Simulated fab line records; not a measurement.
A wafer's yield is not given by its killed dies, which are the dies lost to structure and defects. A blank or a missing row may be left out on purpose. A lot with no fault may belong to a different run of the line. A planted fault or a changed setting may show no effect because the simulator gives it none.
A lot that was struck, set against a sound lot    flow sky130    15 out of 708 route steps
Sound: wafers L202.1, L202.3, L202.6. The struck wafers were L212.3, L212.5, L212.6. The cause comes at the end.
At each step with rows: each side's tool, then ch and its chambers, then its first start. Under that, the readings that differ: sound wafers    struck wafers    difference of the means    sigmas: that difference in standard deviations of wafers without a fault.
alike: words and numbers the same on both sides, and readings whose means are apart by under 2 such deviations; not compared: readings that were withheld, readings missing a value for some wafer, numbers with overlapping values and no deviation given by the record, and bounds like >300 which may hide the same value.
Wherever a step has rows on one side only, a row that says differs or no value, or a row with sigmas, the two part there. Numbers that have no deviation but don't overlap get no sigmas and don't part them. Lack of a reading on every wafer of one side parts them only where that side has two or more wafers.

SKY_LI_CONTACT_THK_MEAS_23: measures by xrf.
  sound: filmMetro-01 at day 30 18:37; struck: filmMetro-01 at day 33 15:56
  alike: LI_CONTACT_W_THK
SKY_LI_CONTACT_CMP_24: polishes, stops on PSG, t overpolish 20 s, target thk 0 nm.
  sound on cmp-02 ch 1,2,3, day 30 18:43; struck on cmp-01 ch 0,2,3, day 33 16:07
  alike: motorCurrentA, overpolishRunS, timeToEndpointS
SKY_LOCAL_INTERCONNECT_SPUTTER_00: material TiN, target thk 100 nm, time 83.3 s.
  sound: pvdSputter-04 at day 30 18:58; struck: pvdSputter-03 at day 33 16:16
  alike: throttleValvePct
SKY_LOCAL_INTERCONNECT_RS_MEAS_01: uses a four-point probe to measure.
  sound: filmMetro-03 at day 30 19:02; struck: filmMetro-03 at day 33 16:22
  alike: LOCAL_INTERCONNECT_TIN_RS
SKY_LOCAL_INTERCONNECT_THK_MEAS_02: measures by xrf.
  sound: filmMetro-03 at day 30 19:10; struck: filmMetro-03 at day 33 16:28
  alike: LOCAL_INTERCONNECT_TIN_THK
then, 7 steps without rows for these wafers: SKY_LOCAL_INTERCONNECT_DEHYDRATE_03 (time 60 s); SKY_LOCAL_INTERCONNECT_HMDS_04 (prime time 60 s); SKY_LOCAL_INTERCONNECT_COAT_05 (resist thk 60 nm); SKY_LOCAL_INTERCONNECT_COAT_06 (resist thk 450 nm); SKY_LOCAL_INTERCONNECT_SOFTBAKE_07 (time 90 s); SKY_LOCAL_INTERCONNECT_EXPOSE_08 (exposes mask LI1M, target cd 170 nm); SKY_LOCAL_INTERCONNECT_PEB_09.
SKY_LOCAL_INTERCONNECT_DEVELOP_10: develop time 60 s.
  sound on lithoTrack-01 ch 0, day 31 22:00; struck on lithoTrack-03 ch 0, day 34 18:00
reading             sound              struck             difference  sigmas
developerTempC (C)  20.88 21.22 21.17  21.78 21.79 21.77  +0.69       +7
SKY_LOCAL_INTERCONNECT_CD_MEAS_11: the cd target is 170 nm.
  sound: cdSem-02 at day 31 23:02; struck: cdSem-02 at day 34 18:59
  alike: cdNm
SKY_PAD_OPEN_PROBE_99:
  rows exist in the record for the sound wafers here (prober-02, day 47 05:55), none for the struck ones

WHERE THEY PART
Earliest at SKY_LOCAL_INTERCONNECT_DEVELOP_10; latest, in this record, at SKY_PAD_OPEN_PROBE_99.

WHY: the cause the simulator had injected
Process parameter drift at SKY_LOCAL_INTERCONNECT_DEVELOP_10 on lithoTrack-03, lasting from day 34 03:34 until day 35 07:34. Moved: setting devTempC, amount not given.
